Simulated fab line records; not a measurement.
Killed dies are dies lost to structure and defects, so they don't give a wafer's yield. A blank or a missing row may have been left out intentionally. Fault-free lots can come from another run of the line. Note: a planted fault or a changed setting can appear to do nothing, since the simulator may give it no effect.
The tool behind it: which one?    flow gf180mcu    36 wafers from 12 lots sampled at 5 of the route's 602 steps

== WHAT THE GAUGES SHOWED, per wafer ==
GF_M3_OVL_MEAS_15. Usual: M3_OVL typically reads -4 nm, with standard deviation 5.2.
lot   measured      on          M3_OVL (nm)  flag
L300  day 22 10:48  overlay-01  8 -2 2       
L303  day 23 14:56  overlay-02  -7 -9 -14    
L304  day 24 02:02  overlay-01  -4 -6 -9     
L306  day 24 09:47  overlay-02  -4 -2 -1     
L308  day 24 23:50  overlay-01  -5 4 -5      
L309  day 25 11:35  overlay-01  -9 -11 -19   
L311  day 26 03:17  overlay-01  -2 -3 -2     
L312  day 26 04:36  overlay-02  -1 -8 -4     
L319  day 28 01:50  overlay-01  -9 -10 -7    
L321  day 28 17:07  overlay-01  4 -9 2       
L322  day 29 00:35  overlay-02  -5 -2 0      
L323  day 29 10:23  overlay-02  -10 -10 -5   

GF_V3_RS_MEAS_24: the measuring method here is four-point-probe. Usual: V3_W_RS typically reads 0.328 ohm/sq, with standard deviation 0.0051.
lot   measured      on            V3_W_RS (ohm/sq)   flag
L300  day 23 12:50  filmMetro-03  0.328 0.331 0.328  
L303  day 24 15:34  filmMetro-03  0.332 0.331 0.331  
L304  day 25 00:58  filmMetro-02  0.324 0.336 0.337  
L306  day 25 07:04  filmMetro-02  0.317 0.332 0.329  
L308  day 25 23:11  filmMetro-02  0.328 0.330 0.325  
L309  day 26 11:31  filmMetro-02  0.331 0.327 0.334  
L311  day 27 03:19  filmMetro-02  0.318 0.337 0.320  
L312  day 27 03:42  filmMetro-01  0.328 0.326 0.329  
L319  day 28 23:39  filmMetro-03  0.330 0.331 0.328  
L321  day 29 15:50  filmMetro-03  0.328 0.328 0.333  
L322  day 29 21:46  filmMetro-03  0.332 0.331 0.327  
L323  day 30 07:53  filmMetro-02  0.330 0.333 0.316  

== WHAT TOOL EACH LOT RAN ON (gives the tool, then ch and the chambers of the sampled wafers, and finally the start) ==
lot   GF_M3_STRIP_17                       GF_V3_CMP_04                   GF_V3_ETCH_17
L300  plasmaAsher-03 ch 0,1, day 22 10:56  cmp-01 ch 0,1,3, day 22 11:47  rieDiel-01 ch 0,1,3, day 23 12:50 or earlier
L303  plasmaAsher-04 ch 0,1, day 23 15:05  cmp-02 ch 0,1,2, day 23 15:53  rieDiel-01 ch 0,2,3, day 24 15:34 or earlier
L304  plasmaAsher-04 ch 0,1, day 24 02:11  cmp-02 ch 0,1,3, day 24 03:02  rieDiel-01 ch 0,3, day 25 00:58 or earlier
L306  plasmaAsher-03 ch 0,1, day 24 09:56  cmp-02 ch 0,1,2, day 24 10:47  rieDiel-03 ch 0,1,3, day 25 07:04 or earlier
L308  plasmaAsher-02 ch 0,1, day 24 23:58  cmp-02 ch 0,3, day 25 00:48    rieDiel-01 ch 1,2,3, day 25 23:11 or earlier
L309  plasmaAsher-03 ch 0, day 25 11:44    cmp-02 ch 1,2, day 25 12:35    rieDiel-01 ch 1,3, day 26 11:31 or earlier
L311  plasmaAsher-04 ch 0,1, day 26 03:25  cmp-02 ch 0,1,2, day 26 04:37  rieDiel-01 ch 0,3, day 27 03:19 or earlier
L312  plasmaAsher-02 ch 0,1, day 26 04:51  cmp-01 ch 1,3, day 26 05:48    rieDiel-04 ch 0,2, day 27 03:42 or earlier
L319  plasmaAsher-02 ch 0,1, day 28 01:59  cmp-02 ch 0,1,2, day 28 02:47  rieDiel-04 ch 0,1,3, day 28 23:39 or earlier
L321  plasmaAsher-02 ch 0,1, day 28 17:16  cmp-02 ch 1,3, day 28 18:06    rieDiel-01 ch 1,2,3, day 29 15:50 or earlier
L322  plasmaAsher-03 ch 0, day 29 00:44    cmp-01 ch 0,1, day 29 01:34    rieDiel-04 ch 2,3, day 29 21:46 or earlier
L323  plasmaAsher-04 ch 0,1, day 29 10:33  cmp-01 ch 2,3, day 29 11:22    rieDiel-01 ch 0,1,3, day 30 07:53 or earlier
- GF_M3_STRIP_17: strips in O2/N2.
- GF_V3_CMP_04: polishes SiO2.
- GF_V3_ETCH_17: etches SiO2 in C4F8/O2/Ar, stops on TiN, target depth 635 nm.

== WHAT THE TOOLS THEMSELVES READ (means of the sampled wafers that have a number; where no wafer has one, the mark that the record gives instead) ==
GF_M3_STRIP_17. Usual: drypumpMotorCurrentA 5.8 A, standard deviation 0.57; heaterPowerW 331 W, standard deviation 14; oesProductAu 0.557 a.u., standard deviation 0.0048; stripTimeToEndpointS 7.87 s, standard deviation 0.044.
lot   tool            drypumpMotorCurrentA (A)  heaterPowerW (W)  oesProductAu (a.u.)  stripTimeToEndpointS (s)  flag
L300  plasmaAsher-03  5.5                       316               0.556                7.88                      
L303  plasmaAsher-04  6.5                       327               0.560                7.89                      
L304  plasmaAsher-04  6.3                       344               0.554                7.85                      
L306  plasmaAsher-03  5.9                       325               0.554                7.87                      
L308  plasmaAsher-02  5.5                       332               0.558                7.88                      
L309  plasmaAsher-03  6.2                       334               0.561                7.86                      
L311  plasmaAsher-04  6.3                       348               0.555                7.87                      
L312  plasmaAsher-02  5.3                       337               0.559                7.90                      
L319  plasmaAsher-02  5.5                       331               0.557                7.82                      
L321  plasmaAsher-02  5.5                       332               0.555                7.83                      
L322  plasmaAsher-03  6.2                       330               0.560                7.84                      
L323  plasmaAsher-04  6.5                       336               0.556                7.94                      

GF_V3_CMP_04. Usual: motorCurrentA 12.6 A, standard deviation 0.78; timeToEndpointS 77 s, standard deviation 6.7.
lot   tool    motorCurrentA (A)  timeToEndpointS (s)  flag
L300  cmp-01  12.0               73                   
L303  cmp-02  12.8               81                   
L304  cmp-02  12.3               85                   
L306  cmp-02  12.9               87                   
L308  cmp-02  12.6               88                   
L309  cmp-02  12.7               78                   
L311  cmp-02  12.6               77                   
L312  cmp-01  12.4               67                   
L319  cmp-02  12.5               88                   
L321  cmp-02  12.0               89                   
L322  cmp-01  12.6               72                   
L323  cmp-01  11.9               73                   

GF_V3_ETCH_17. Usual: oesProductAu 0.855 a.u., standard deviation 0.0045.
lot   tool        oesProductAu (a.u.)  flag
L300  rieDiel-01  0.857                
L303  rieDiel-01  0.857                
L304  rieDiel-01  0.854                
L306  rieDiel-03  0.853                
L308  rieDiel-01  0.855                
L309  rieDiel-01  0.854                
L311  rieDiel-01  0.856                
L312  rieDiel-04  0.851                
L319  rieDiel-04  0.825                OFF
L321  rieDiel-01  0.826                OFF
L322  rieDiel-04  0.854                
L323  rieDiel-01  0.856                

== THE ANSWER, worked out from the rows above alone ==
Rule: a lot counts as off when the mean over its wafers that have a number is more than 3 standard deviations away from the usual mean. A lot without any number at a reading at which 4 lots or more have one is off too. The other lots that the step has rows for count as sound. The gauges are gone through in route order, then the tools' own readings, and for those a lot's mean is taken as printed above. The first step at which some lot is off is used, and at that step the reading that is off furthest; a lot without a number counts as furthest.
Off: L319, L321 (GF_V3_ETCH_17, oesProductAu).
A tool fits if, at that step or a process step before it, it ran every lot that is off, and no sound lot after the first of them. GF_V3_ETCH_17: start missing for some lots; hours and lot order therefore follow GF_V3_RS_MEAS_24. 2 tools fit, plasmaAsher-02 at GF_M3_STRIP_17 and cmp-02 at GF_V3_CMP_04, so this cannot tell which one it is.

== WHAT THE SIMULATOR HAD PUT IN ==
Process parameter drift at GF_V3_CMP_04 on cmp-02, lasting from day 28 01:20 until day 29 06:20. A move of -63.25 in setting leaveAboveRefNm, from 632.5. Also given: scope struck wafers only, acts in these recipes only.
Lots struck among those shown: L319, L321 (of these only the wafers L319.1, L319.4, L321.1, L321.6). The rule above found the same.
